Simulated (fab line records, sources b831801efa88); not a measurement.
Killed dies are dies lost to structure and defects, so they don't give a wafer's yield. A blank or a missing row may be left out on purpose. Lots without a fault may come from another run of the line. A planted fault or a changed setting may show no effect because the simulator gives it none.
fab line records | flow sky130
record lots=14 wafers=42 last_day=50
route steps=708 shown METAL3@533 CAPM@538
lots that met no fault: from a run of the same line without faults
start_h: hours from the record's first day to the start of the lot's first wafer shown | wait_h: hours since the lot's step before | " the same as in the row above | L1.1+2: a row that stands for several wafers | - no value, or no start given | * or withheld: withheld | < > ~ a bound
route shown NAME@n: a module of which the file shows steps, and the number in the route of the first | usual: mean/standard deviation of fault-free wafers | same: alike in all rows | chamber/n: place in a boat | sites: the reading at each site | _std_site: their standard deviation | _edge_site: outer sites' mean less inner sites' | radius_mm: how far each site lies from the wafer's centre | mask NAME#n: copy n | behind: the tool/chamber that last shaped the wafer | hold: why the lot was held/for how many hours/how that ended | device: the transistor (n, p or np) that didn't switch | end of line: the same wafers' tests at the end of the route | a step without rows: its recipe alone | killed: dies lost to structure and defects at the first sort, not the wafer's yield | map: a wafer's dies, x killed, . not, _ none there
set.NAME: the setting as run; set.NAME@STEP: as run at that earlier step | model.NAME: the simulator's own value behind a step, which no gauge read
steps of the route over a sample of lots; a table a step, a row a wafer
services: from which hour (start_h, from the record's first day; less than 0 if before it) a tool's chamber was out of use, for how many hours, and why
## steps
# step SKY_METAL3_SPUTTER_01
# recipe material=TiN target_thk_nm=20 power_w=6500 time_s=16.7 chamber_pressure_pa=0.4
# usual throttle_valve_pct=30.6/0.68
# columns lot.wafer tool chamber start_h wait_h throttle_valve_pct
L172.1 pvd_sputter-01 - 845.83 0.0 31.4
L172.5 " - " " 30.3
L172.6 " - " " 29.9
L174.1 pvd_sputter-04 - 868.46 0.0 29.4
L174.4 " - " " 32.1
L174.5 " - " " 32.1
L175.1 pvd_sputter-01 - 872.44 0.0 30.1
L175.2 " - " " 29.8
L175.3 " - " " 30.6
L177.2 pvd_sputter-03 - 892.23 0.0 30.2
L177.3 " - " " 30.9
L177.4 " - " " 30.3
L178.1 pvd_sputter-03 - 898.31 0.0 30.4
L178.3 " - " " 31.0
L178.5 " - " " 31.0
L179.2 pvd_sputter-03 - 899.32 0.0 30.4
L179.3 " - " " 31.0
L179.4 " - " " 30.2
L180.2 pvd_sputter-04 - 907.94 0.0 31.9
L180.4 " - " " 31.0
L180.5 " - " " 31.1
L182.1 pvd_sputter-03 - 919.45 0.0 30.4
L182.3 " - " " 30.4
L182.4 " - " " 30.9
L183.3 pvd_sputter-03 - 928.68 0.0 31.0
L183.4 " - " " 30.3
L183.5 " - " " 30.2
L188.2 pvd_sputter-01 - 976.14 0.0 30.1
L188.3 " - " " 31.8
L188.4 " - " " 29.6
L192.1 pvd_sputter-03 - 993.26 0.0 30.3
L192.5 " - " " 30.5
L192.6 " - " " 30.9
L193.1 pvd_sputter-04 - 1000.63 0.0 29.3
L193.2 " - " " 30.3
L193.3 " - " " 30.8
L194.2 pvd_sputter-03 - 1004.48 0.0 31.1
L194.3 " - " " 30.6
L194.6 " - " " 30.8
L195.2 pvd_sputter-04 - 1013.45 0.0 30.2
L195.4 " - " " 31.2
L195.6 " - " " 30.4
# step SKY_CAPM_THK_MEAS_01
# recipe reads=SiO2_of_CAPM_CVD_00
# usual CAPM_CVD_00_THK=15.51/0.28
# columns lot.wafer tool chamber start_h wait_h CAPM_CVD_00_THK[nm]
L172.1 film_metro-02 - 845.99 - 15.50
L172.5 " - " " 15.54
L172.6 " - " " 15.72
L174.1 film_metro-01 - 868.61 - 15.47
L174.4 " - " " 15.94
L174.5 " - " " 15.60
L175.1 film_metro-01 - 872.60 - 15.60
L175.2 " - " " 15.17
L175.3 " - " " 15.52
L177.2 film_metro-01 - 892.40 - 15.32
L177.3 " - " " 14.89
L177.4 " - " " 15.66
L178.1 film_metro-02 - 898.46 - 15.26
L178.3 " - " " 15.63
L178.5 " - " " 15.40
L179.2 film_metro-02 - 899.48 - 15.28
L179.3 " - " " 15.04
L179.4 " - " " 15.25
L180.2 film_metro-04 - 908.10 - 15.69
L180.4 " - " " 16.03
L180.5 " - " " 16.28
L182.1 film_metro-01 - 919.60 - 15.43
L182.3 " - " " 15.41
L182.4 " - " " 15.35
L183.3 film_metro-04 - 928.85 - 15.48
L183.4 " - " " 15.72
L183.5 " - " " 15.84
L188.2 film_metro-01 - 976.30 - 15.56
L188.3 " - " " 15.34
L188.4 " - " " 15.52
L192.1 film_metro-04 - 993.43 - 15.25
L192.5 " - " " 15.97
L192.6 " - " " 15.52
L193.1 film_metro-01 - 1000.78 - 15.22
L193.2 " - " " 15.59
L193.3 " - " " 15.74
L194.2 film_metro-01 - 1004.66 - 15.08
L194.3 " - " " 15.76
L194.6 " - " " 15.50
L195.2 film_metro-01 - 1013.62 - 15.10
L195.4 " - " " 15.32
L195.6 " - " " 15.65
# step SKY_CAPM_EXPOSE_09
# recipe mask_id=CAPM na=0.6 source_shape=conventional sigma_outer=0.6 polarization=unpolarized target_cd_nm=1000 dose_mj=159
# usual exposure_dose_mJ_cm2=158.98/0.14 focus_offset_nm=-0.1/0.5
# columns lot.wafer tool chamber start_h wait_h mask exposure_dose_mJ_cm2 focus_offset_nm
L172.1 iline_stepper-02 0 859.23 - CAPM#0 158.89 -0.2
L172.5 " 0 " " CAPM#0 159.09 -0.1
L172.6 " 0 " " CAPM#0 159.03 -0.1
L174.1 iline_stepper-02 0 881.13 - CAPM#0 159.05 -0.7
L174.4 " 0 " " CAPM#0 159.15 0.6
L174.5 " 0 " " CAPM#0 158.99 -0.2
L175.1 iline_stepper-01 0 886.25 - CAPM#0 158.68 0.2
L175.2 " 0 " " CAPM#0 159.02 0.1
L175.3 " 0 " " CAPM#0 159.17 0.0
L177.2 iline_stepper-02 0 905.22 - CAPM#0 158.90 0.2
L177.3 " 0 " " CAPM#0 159.17 0.0
L177.4 " 0 " " CAPM#0 158.94 -0.1
L178.1 iline_stepper-01 0 910.70 - CAPM#0 159.01 -0.7
L178.3 " 0 " " CAPM#0 158.98 -0.8
L178.5 " 0 " " CAPM#0 159.11 -0.9
L179.2 iline_stepper-02 0 911.99 - CAPM#0 158.96 -1.0
L179.3 " 0 " " CAPM#0 159.04 -0.1
L179.4 " 0 " " CAPM#0 159.16 -0.8
L180.2 iline_stepper-02 0 921.17 - CAPM#0 159.03 0.3
L180.4 " 0 " " CAPM#0 158.92 -0.1
L180.5 " 0 " " CAPM#0 158.85 0.0
L182.1 iline_stepper-02 - 932.16 - CAPM#0 - -
L182.3 " - " " CAPM#0 - -
L182.4 " - " " CAPM#0 - -
L183.3 iline_stepper-02 - 942.02 - CAPM#0 - -
L183.4 " - " " CAPM#0 - -
L183.5 " - " " CAPM#0 - -
L188.2 iline_stepper-01 0 988.32 - CAPM#0 158.79 0.2
L188.3 " 0 " " CAPM#0 158.79 -0.7
L188.4 " 0 " " CAPM#0 159.08 -0.5
L192.1 iline_stepper-01 0 1004.98 - CAPM#0 159.00 -0.5
L192.5 " 0 " " CAPM#0 159.00 0.1
L192.6 " 0 " " CAPM#0 158.72 0.4
L193.1 iline_stepper-01 0 1011.55 - CAPM#0 158.93 -0.1
L193.2 " 0 " " CAPM#0 159.12 -0.3
L193.3 " 0 " " CAPM#0 159.10 -0.1
L194.2 iline_stepper-01 0 1016.00 - CAPM#0 158.83 1.1
L194.3 " 0 " " CAPM#0 158.98 0.1
L194.6 " 0 " " CAPM#0 158.67 1.1
L195.2 iline_stepper-01 0 1025.75 - CAPM#0 159.17 0.5
L195.4 " 0 " " CAPM#0 158.76 -0.2
L195.6 " 0 " " CAPM#0 158.98 0.8
# step SKY_CAPM_STRIP_14
# recipe chemistry=O2/N2 power_w=1400 pressure_mtorr=1500 platen_temp_c=withheld o2_flow_sccm=3000 n2_flow_sccm=300 overash_fraction=0.5
# usual drypump_motor_current_A=5.64/0.29 n2_flow_sccm=300.2/0.89 oes_product_au=0.710/0.0049 strip_time_to_endpoint_s=12.66/0.07
# same overash_fraction=0.5
# columns lot.wafer tool chamber start_h wait_h drypump_motor_current_A n2_flow_sccm oes_product_au rf_hours_counter_h strip_time_to_endpoint_s
L172.1 plasma_asher-03 0 872.26 0.1 5.21 299.9 0.712 42 12.58
L172.5 " 0 " " 5.18 301.6 0.710 - 12.61
L172.6 " 1 " " 5.93 299.9 0.703 - 12.57
L174.1 plasma_asher-04 0 894.19 0.1 6.09 301.2 0.712 75 12.68
L174.4 " 0 " " 6.12 300.9 0.707 - 12.64
L174.5 " 0 " " 6.08 300.9 0.704 - 12.63
L175.1 plasma_asher-03 0 899.14 0.1 5.21 299.8 0.710 45 12.76
L175.2 " 1 " " 5.91 299.5 0.710 45 12.65
L175.3 " 1 " " 5.89 300.7 0.707 - 12.75
L177.2 plasma_asher-03 1 917.24 0.1 5.92 298.8 0.711 47 12.67
L177.3 " 1 " " 5.92 298.8 0.700 - 12.67
L177.4 " 0 " " 5.20 299.7 0.723 - 12.66
L178.1 plasma_asher-03 1 923.34 0.1 5.89 299.5 0.712 47 12.73
L178.3 " 0 " " 5.19 299.9 0.703 - 12.73
L178.5 " 1 " " 5.92 300.3 0.711 - 12.76
L179.2 plasma_asher-02 1 924.29 0.1 5.72 300.1 0.710 112 12.67
L179.3 " 0 " " 5.39 299.7 0.702 - 12.68
L179.4 " 1 " " 5.73 300.0 0.712 - 12.64
L180.2 plasma_asher-02 1 932.84 0.1 5.71 301.8 0.717 113 12.52
L180.4 " 0 " " 5.36 300.2 0.708 - 12.57
L180.5 " 1 " " 5.73 300.6 0.706 - 12.53
L182.1 plasma_asher-02 1 944.49 0.1 5.74 299.5 0.712 115 12.69
L182.3 " 0 " " 5.39 299.1 0.709 - 12.67
L182.4 " 1 " " 5.74 300.7 0.709 - 12.72
L183.3 plasma_asher-04 1 953.99 0.1 5.75 299.9 0.706 - 12.69
L183.4 " 0 " " 6.09 298.8 0.707 - 12.65
L183.5 " 1 " " 5.74 301.4 0.709 - 12.68
L188.2 plasma_asher-04 0 1000.21 0.1 6.10 301.8 0.707 86 12.72
L188.3 " 1 " " 5.71 300.8 0.708 - 12.76
L188.4 " 0 " " 6.12 299.3 0.711 - 12.67
L192.1 plasma_asher-03 0 1015.86 0.1 5.23 300.8 0.707 57 12.68
L192.5 " 1 " " 5.90 300.3 0.707 - 12.71
L192.6 " 0 " " 5.24 300.3 0.709 - 12.64
L193.1 plasma_asher-02 0 1023.89 0.1 5.36 298.2 0.710 121 12.67
L193.2 " 1 " " 5.73 301.8 0.703 121 12.71
L193.3 " 1 " " 5.72 299.6 0.720 - 12.71
L194.2 plasma_asher-04 1 1027.66 0.1 5.72 300.6 0.706 89 12.76
L194.3 " 0 " " 6.13 300.2 0.704 - 12.80
L194.6 " 0 " " 6.10 302.1 0.704 - 12.79
L195.2 plasma_asher-02 1 1036.26 0.1 5.71 301.2 0.711 122 12.70
L195.4 " 1 " " 5.69 299.8 0.719 - 12.70
L195.6 " 0 " " 5.36 299.2 0.709 - 12.68
## services
# columns tool chamber start_h hours kind
pvd_sputter-03 - 826.66 2.2 repair
iline_stepper-01 - 832.09 11.2 repair
pvd_sputter-04 - 847.75 4.6 repair
iline_stepper-01 - 927.63 1.7 pm
pvd_sputter-01 - 957.34 0.5 repair
pvd_sputter-03 - 988.11 1.3 repair
plasma_asher-02 - 994.87 15.6 pm
pvd_sputter-01 - 1003.05 6.7 repair
iline_stepper-02 - 1011.98 1.7 pm
## key
first_sign step=SKY_CAPM_EXPOSE_09 reading=tool_record direction=missing
effect none on later readings
met_at SKY_CAPM_EXPOSE_09
struck_lots L182,L183
later_rows_left_out L182.1,L182.3,L182.4,L183.3,L183.4,L183.5
sort_left_out L182.1,L182.3,L182.4,L183.3,L183.4,L183.5
not_acting_at SKY_METAL3_SPUTTER_01,SKY_CAPM_THK_MEAS_01,SKY_CAPM_STRIP_14
onset_between 921.17 932.16
fault kind=skipped_step_whole tool=iline_stepper-02 chamber=- onset_h=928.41 steps=SKY_CAPM_EXPOSE_09 scope=struck_lots_only
# sort_left_out: the simulated sort isn't trusted on such a fault, so these wafers' sort isn't shown, and their yield isn't known
# later_rows_left_out: the simulator's readings of these wafers behind a module that went badly wrong aren't trusted and aren't shown, but for the sort
